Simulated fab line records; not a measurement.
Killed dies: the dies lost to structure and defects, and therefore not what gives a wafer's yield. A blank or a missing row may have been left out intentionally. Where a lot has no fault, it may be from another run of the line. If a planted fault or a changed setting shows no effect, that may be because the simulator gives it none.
Chamber matching | flow sky130 | pecvd-04 running SKY_CONTACT_CVD_00: 3 sister chambers
The step deposits Si3N4, target thk 75 nm. 14 wafers are shown with their chamber, then 7 later ones without.

== WAFERS PAIRED WITH THEIR CHAMBERS ==
wafer  | chamber | heater_power_w (W)
L076.1 | 2       | 699
L076.2 | 0       | 659
L076.3 | 2       | 702
L078.1 | 2       | 773
L078.2 | 0       | 721
L078.6 | 0       | 721
L080.1 | 2       | 684
L080.3 | 1       | 691
L080.5 | 0       | 688
L082.1 | 2       | 728
L082.4 | 0       | 696
L082.5 | 2       | 731
L086.1 | 1       | 789
L086.3 | 2       | 771

SIGNATURES (means of the wafers above)
reading        | chamber 0 | chamber 1 | chamber 2 | scatter within a chamber
heater_power_w | 697.00    | 740.00    | 726.86    | 36.7
Rule: for a wafer and a chamber, the distance is found by dividing, reading by reading, the gap between the wafer's reading and the chamber's mean by the reading's scatter, squaring, summing and taking the root. If the next closest chamber is less than 2 further off than the closest, the wafer can't be placed; otherwise it belongs to the closest. The scatter: the root of (the sum of the squares of (reading less its chamber's mean) over the shown wafers, divided by (wafers less chambers)).

== WAFERS WHOSE CHAMBER IS MISSING ==
wafer  | heater_power_w (W)
L086.4 | 802
L091.2 | 756
L091.5 | 681
L091.6 | 815
L095.1 | 705
L095.2 | 673
L095.5 | 677

== CHAMBER TAKEN BY EACH ==
wafer  | from the rows above          | in truth
L086.4 | can't be placed: 1 or 2 or 0 | 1
L091.2 | can't be placed: 1 or 2 or 0 | 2
L091.5 | can't be placed: 0 or 2 or 1 | 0
L091.6 | can't be placed: 1 or 2 or 0 | 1
L095.1 | can't be placed: 0 or 2 or 1 | 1
L095.2 | can't be placed: 0 or 2 or 1 | 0
L095.5 | can't be placed: 0 or 2 or 1 | 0
0 of 7 placed correctly. Not placeable from these rows: 7 (in 7, the candidates include the true chamber). 0 placed wrongly.
